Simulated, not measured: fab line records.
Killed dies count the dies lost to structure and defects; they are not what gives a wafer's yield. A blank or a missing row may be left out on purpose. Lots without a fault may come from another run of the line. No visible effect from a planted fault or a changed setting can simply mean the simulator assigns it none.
Which tool is to blame? -- flow gf180mcu -- 15 lots with 45 wafers sampled at 4 steps, on a route of 602 steps

WHAT THE GAUGES READ, wafer by wafer
GF_DNWELL_TW_MEAS_09.
lot,measured,on,DNWELL_TW
L961,day 2 20:25,film-metro-04,1367 1365 1361
L962,day 2 23:54,film-metro-02,1339 1332 1335
L963,day 3 10:00,film-metro-03,1363 1361 1355
L965,day 3 16:50,film-metro-03,1365 1356 1360
L968,day 4 07:00,film-metro-02,1334 1333 1334
L969,day 4 15:16,film-metro-02,1334 1329 1331
L971,day 4 23:30,film-metro-04,1362 1351 1358
L972,day 5 05:18,film-metro-03,1358 1362 1359
L973,day 5 11:16,film-metro-02,1341 1340 1347
L974,day 5 14:59,film-metro-03,1369 1354 1371
L975,day 5 21:57,film-metro-04,1367 1359 1351
L976,day 6 02:18,film-metro-02,1339 1342 1345
L977,day 6 08:07,film-metro-02,1333 1338 1331
L978,day 6 14:05,film-metro-02,1332 1332 1329
L982,day 7 10:25,film-metro-04,1363 1359 1361

GF_VT_IMPLANT_TW_MEAS_32.
lot,measured,on,VT_IMPLANT_3_TW
L961,day 6 23:06,film-metro-03,270.2 271.6 271.2
L962,day 7 04:25,film-metro-01,263.8 264.1 262.9
L963,day 7 16:04,film-metro-02,265.7 265.4 265.9
L965,day 7 22:34,film-metro-02,267.1 264.7 265.9
L968,day 8 17:01,film-metro-03,273.0 271.7 273.3
L969,day 9 04:15,film-metro-01,265.5 266.2 266.4
L971,day 9 15:46,film-metro-02,265.3 266.9 265.3
L972,day 9 22:10,film-metro-03,270.6 271.5 271.5
L973,day 10 05:20,film-metro-03,269.8 270.5 270.5
L974,day 10 11:13,film-metro-03,270.4 269.9 271.4
L975,day 10 19:38,film-metro-02,268.4 267.1 265.7
L976,day 11 00:34,film-metro-01,266.8 266.0 266.1
L977,day 11 06:08,film-metro-03,270.8 270.0 271.7
L978,day 11 14:22,film-metro-01,265.7 267.2 266.4
L982,day 12 16:23,film-metro-03,271.0 269.8 271.1

GF_POLY_GATE_OVL_MEAS_11.
lot,measured,on,POLY_GATE_OVL (nm)
L961,day 9 06:47,overlay-02,0 3 -5
L962,day 9 12:08,overlay-02,2 1 2
L963,day 9 22:10,overlay-02,1 0 -4
L965,day 10 07:17,overlay-02,-5 -2 -3
L968,day 11 03:55,overlay-01,0 5 -1
L969,day 11 15:20,overlay-01,0 -6 -7
L971,day 12 05:01,overlay-01,-11 -4 -10
L972,day 12 11:07,overlay-01,-3 0 6
L973,day 12 22:32,overlay-01,-4 -5 2
L974,day 13 02:31,overlay-01,4 3 -3
L978,day 14 08:02,overlay-02,1 -3 -5
L982,day 15 15:32,overlay-01,-3 -8 -7

EACH LOT AND THE TOOL THAT RAN IT (in order: tool; ch and the chambers of the sampled wafers; start)
lot,GF_VT_IMPLANT_EXPOSE_37
L961,"iline-stepper-01 ch 0, day 7 06:50"
L962,"iline-stepper-01 ch 0, day 7 11:59"
L963,"iline-stepper-02 ch 0, day 8 00:17"
L965,"iline-stepper-02 ch 0, day 8 06:56"
L968,"iline-stepper-01 ch 0, day 9 01:21"
L969,"iline-stepper-01 ch 0, day 9 12:32"
L971,"iline-stepper-01 ch 0, day 10 00:46"
L972,"iline-stepper-01 ch 0, day 10 07:11"
L973,"iline-stepper-01 ch 0, day 10 14:53"
L974,"iline-stepper-01 ch 0, day 10 20:36"
L975,"iline-stepper-02, day 11 04:43"
L976,"iline-stepper-02, day 11 09:04"
L977,"iline-stepper-02, day 11 15:33"
L978,"iline-stepper-01 ch 0, day 11 23:53"
L982,"iline-stepper-02 ch 0, day 13 02:19"
- GF_VT_IMPLANT_EXPOSE_37: exposes mask Nwell HV AREA, target cd 860 nm.

AS READ BY THE TOOLS THEMSELVES (means over the sampled wafers that have a number; for cases with no such wafer, the mark the record gives instead)
GF_VT_IMPLANT_EXPOSE_37.
lot,tool,exposure-dose-mJ-cm2,focus-offset-nm (nm)
L961,iline-stepper-01,140.02,-0.2
L962,iline-stepper-01,140.07,-0.2
L963,iline-stepper-02,140.16,0.5
L965,iline-stepper-02,140.05,-0.7
L968,iline-stepper-01,140.02,0.3
L969,iline-stepper-01,139.95,0.1
L971,iline-stepper-01,140.06,0.6
L972,iline-stepper-01,140.10,0.4
L973,iline-stepper-01,139.77,-0.3
L974,iline-stepper-01,140.07,0.3
L975,iline-stepper-02,-,-
L976,iline-stepper-02,-,-
L977,iline-stepper-02,-,-
L978,iline-stepper-01,140.01,-0.6
L982,iline-stepper-02,140.22,-0.7

THE ANSWER, worked out from the rows above alone
Rule: the lots themselves supply what counts as usual. The widest of any qualifying gaps counts: lots, ordered by their means at a reading, are off when they make up no more than a third of the lots, leave a main group of 4 or more, and stand apart from it by 3 or more times the standard deviation of that group's means. Not used: any main group whose means are identical at the precision the tables above print for the reading. A lot without any number at a reading at which 4 lots or more have one is off too. All remaining lots with rows at the step are treated as sound. After the gauges, taken in route order, come the tools' own readings; for these a lot's mean is taken, as printed above. At the first step where some lot is off, the reading lying furthest off is the one used; lots without a number count as furthest.
Off, at GF_VT_IMPLANT_EXPOSE_37 on exposure-dose-mJ-cm2: L975, L976, L977. Without a number there: L975, L976, L977. Main group: mean 140.04, sd 0.11.
A tool fits if, at that step or a process step before it, it ran every lot that is off, and no sound lot after the first of them. Of those tried, none fits.

WHAT THE SIMULATOR PUT IN
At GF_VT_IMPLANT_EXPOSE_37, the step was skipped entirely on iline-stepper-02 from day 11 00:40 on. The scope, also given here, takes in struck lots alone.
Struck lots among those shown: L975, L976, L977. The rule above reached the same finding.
